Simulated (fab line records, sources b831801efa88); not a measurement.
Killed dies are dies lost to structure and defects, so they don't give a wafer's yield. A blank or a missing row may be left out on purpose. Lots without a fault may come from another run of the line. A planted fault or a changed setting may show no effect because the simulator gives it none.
Problem report in the 8D (eight disciplines) form, filled by code | flow sky130 | the parts of the form that need people (team, actions taken, sign-off) are left out

1. THE PROBLEM
FIELD_ISO_CVD_24_THK at SKY_FIELD_ISO_THK_MEAS_25 reads a mean of 406 nm on 6 wafers of 2 lots; wafers without a fault read 594 nm with a standard deviation of 7.1. That is -26 standard deviations from the usual mean.
First seen on wafer L876.1, day 4 17:13, on film_metro-02. The record holds 33 wafers of 11 lots with a number at this step. Rule for "out", or "out of limits": more than 4 standard deviations from the usual mean. The other wafers with a number count as sound.

2. WHAT IT IS AND WHAT IT IS NOT
question                    | is                     | is not
which readings at this step | FIELD_ISO_CVD_24_THK   | -
which lots                  | L876, L879             | L865, L866, L867, L868, L869, L871, L880, L881, L883
which wafers of those lots  | all that have a number | -
read on which gauges        | film_metro-02          | film_metro-01, film_metro-03
when                        | from day 4 17:13       | up to then (18 sound wafers); but 9 sound wafers of L880, L881, L883 came after

3. SUSPECTS, AND WHAT RULES EACH OUT
Counting: a tool at a process step up to the reading stays a suspect if it ran every lot that is out and no sound lot after the first of them.
- the gauge at SKY_FIELD_ISO_THK_MEAS_25: ruled out. All the wafers that are out were read on film_metro-02, but those of them that SKY_FIELD_ISO_CMP_27 has rows for are out there too, on other tools.
- hdpcvd-01 at SKY_FIELD_ISO_CVD_24 (deposits SiO2, target thk 595 nm, time 99.2 s): kept. It ran every lot that is out, first L876 (day 4 17:08), and no sound lot after that; its last sound lot up to then is L866 (day 2 16:56).
Left after counting: hdpcvd-01 at SKY_FIELD_ISO_CVD_24.

4. THE CAUSE (what the simulator had put in)
Process parameter drift: hdpcvd-01, from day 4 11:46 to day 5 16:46, at SKY_FIELD_ISO_CVD_24. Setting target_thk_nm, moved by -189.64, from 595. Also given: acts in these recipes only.
Counting left only this tool.

5. THE CHAIN OF EFFECTS, in route order
Each row: a reading whose mean over the struck wafers that have a number lies more than 3 standard deviations from the usual. Only readings for which the record gives a usual standard deviation are gone through. hours: the time from each lot's start at the first step in this table that gives one to its start at this step, as a median over the lots. sigmas: the change in usual standard deviations.
hours | step                      | reading              | usual  | on struck wafers | change | sigmas
0     | SKY_FIELD_ISO_THK_MEAS_25 | FIELD_ISO_CVD_24_THK | 594 nm | 406              | -188   | -26
2     | SKY_FIELD_ISO_CMP_27      | time_to_endpoint_s   | 113 s  | 74               | -38    | -9.9
1068  | SKY_PAD_OPEN_PROBE_99     | killed_at_front_end  | 16     | 255              | +239   | +53
1068  | SKY_PAD_OPEN_PROBE_99     | killed_dies          | 87     | 334              | +247   | +27
1068  | SKY_PAD_OPEN_PROBE_99     | killed_on_rim        | 17     | 94               | +77    | +21
The process steps in it:
- SKY_FIELD_ISO_CMP_27: polishes, stops on Si3N4, t overpolish 16 s, target thk 457.8 nm.
- SKY_PAD_OPEN_PROBE_99
Later measuring or inspecting steps at which every struck wafer that the step has a row for has a number for every such reading, and none has moved that far: SKY_PWDE_TW_MEAS_10.

6. WHAT WOULD HAVE CAUGHT IT SOONER
In this record the first reading out of limits at a measuring or inspecting step was taken at day 4 17:13, 5 hours after the fault began at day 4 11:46.
Of the tool readings at SKY_FIELD_ISO_CVD_24 for which the record gives a usual standard deviation, none was out on any struck wafer, so an alarm limit of 4 standard deviations on them would not have fired.
Of the lots that are out (2), L879 began SKY_FIELD_ISO_CVD_24 on hdpcvd-01 after day 4 17:13. A hold on the tool at that time would have spared it.
